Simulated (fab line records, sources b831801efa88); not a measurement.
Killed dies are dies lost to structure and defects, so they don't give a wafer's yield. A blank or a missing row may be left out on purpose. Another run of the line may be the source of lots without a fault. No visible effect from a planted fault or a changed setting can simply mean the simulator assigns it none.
Which tool was responsible?	flow sky130	14 lots with 42 wafers sampled at 3 steps, on a route of 708 steps

## WHAT THE GAUGES READ, wafer by wafer
SKY_RES_XHIGH_TW_MEAS_09.
lot	measured	on	RES_XHIGH_TW
L800	day 26 23:14	film_metro-04	1621 1633 1636
L801	day 27 10:07	film_metro-02	1620 1616 1629
L802	day 27 12:56	film_metro-03	1619 1617 1612
L803	day 27 18:10	film_metro-03	1611 1618 1614
L804	day 28 04:41	film_metro-02	1632 1618 1625
L806	day 29 04:43	film_metro-03	1634 1630 1621
L807	day 29 07:39	film_metro-03	1633 1630 1616
L809	day 29 20:37	film_metro-02	1615 1618 1614
L815	day 31 20:20	film_metro-04	1616 1621 1617
L817	day 32 12:39	film_metro-03	1594 1595 1591
L819	day 33 03:35	film_metro-02	1595 1583 1594
L820	day 33 06:38	film_metro-04	1621 1621 1618
L822	day 34 04:25	film_metro-02	1610 1605 1608
L823	day 34 06:43	film_metro-03	1628 1630 1625

SKY_SD_N_RS_MEAS_18: measures by four-point-probe.
lot	measured	on	RES_XHIGH_RS (ohm/sq)
L800	day 28 04:38	film_metro-04	332.3 332.7 332.2
L801	day 28 15:47	film_metro-04	333.3 333.7 335.0
L802	day 28 18:08	film_metro-03	333.1 333.2 333.7
L803	day 29 00:08	film_metro-02	334.0 333.7 335.3
L804	day 29 09:14	film_metro-04	331.1 332.1 332.5
L806	day 30 08:43	film_metro-04	334.5 334.4 333.7
L807	day 30 11:59	film_metro-04	334.0 332.7 333.6
L809	day 31 01:37	film_metro-03	334.3 334.5 335.3
L815	day 33 00:16	film_metro-03	334.0 334.3 334.0
L817	day 33 16:11	film_metro-02	354.2 355.7 355.8
L819	day 34 06:37	film_metro-04	350.8 350.8 351.3
L820	day 34 10:20	film_metro-02	335.1 334.4 333.3
L822	day 35 07:59	film_metro-04	334.0 332.6 331.2
L823	day 35 10:16	film_metro-02	334.8 334.6 334.8

## WHICH TOOL RAN EACH LOT (tool, then ch and the chambers of the sampled wafers, then the start)
lot	SKY_RES_XHIGH_IMPLANT_07
L800	implanter-01 ch 0, day 26 22:59
L801	implanter-04 ch 0, day 27 09:53
L802	implanter-01 ch 0, day 27 12:41
L803	implanter-01 ch 0, day 27 17:55
L804	implanter-04 ch 0, day 28 04:26
L806	implanter-02 ch 0, day 29 04:28
L807	implanter-02 ch 0, day 29 07:26
L809	implanter-02 ch 0, day 29 20:22
L815	implanter-04 ch 0, day 31 20:07
L817	implanter-01 ch 0, day 32 12:20
L819	implanter-01 ch 0, day 33 03:20
L820	implanter-02 ch 0, day 33 06:24
L822	implanter-02 ch 0, day 34 04:13
L823	implanter-04 ch 0, day 34 06:28
- SKY_RES_XHIGH_IMPLANT_07

## WHAT THE TOOLS THEMSELVES READ (means of the sampled wafers that have a number; where no wafer has one, the mark that the record gives instead)
The record holds no such reading with a usual standard deviation.

## THE ANSWER, worked out from the rows above alone
Rule: usual is defined by the lots themselves. Put in order of their means at a reading, lots are off if they are a third of the lots or fewer, leave a main group of 4 or more, and stand apart from it by a gap of 3 or more times the standard deviation of the main group's means; of several such gaps the widest counts. A main group whose means are all the same, to the digits that the tables above print for the reading, isn't used. A lot without any number at a reading at which 4 lots or more have one is off too. Where the step has rows for the other lots, those lots are counted as sound. Order of review: gauges by route order, followed by the tools' own readings, for which a lot's mean as printed above is used. The first step at which some lot is off is used, and at that step the reading that is off furthest; a lot without a number counts as furthest.
Off: L817, L819, seen at SKY_SD_N_RS_MEAS_18 (RES_XHIGH_RS). For the main group the mean is 333.7 ohm/sq and the standard deviation 0.9.
If a tool, at a process step before that reading, ran all the lots that are off and no sound lot after the first of them, it fits. Gauges at SKY_SD_N_RS_MEAS_18: tried the same way as those tools. One fits: SKY_RES_XHIGH_IMPLANT_07 on implanter-01. A fault onset in the window from L803 (day 27 17:55, its last sound lot) to L817 (day 32 12:20, its first lot off) fits.

## WHAT WAS PUT IN BY THE SIMULATOR
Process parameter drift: implanter-01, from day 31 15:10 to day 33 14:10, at SKY_RES_XHIGH_IMPLANT_07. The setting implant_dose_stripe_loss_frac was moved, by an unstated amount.
Struck lots among those shown: L817, L819. This agrees with what the rule above found.
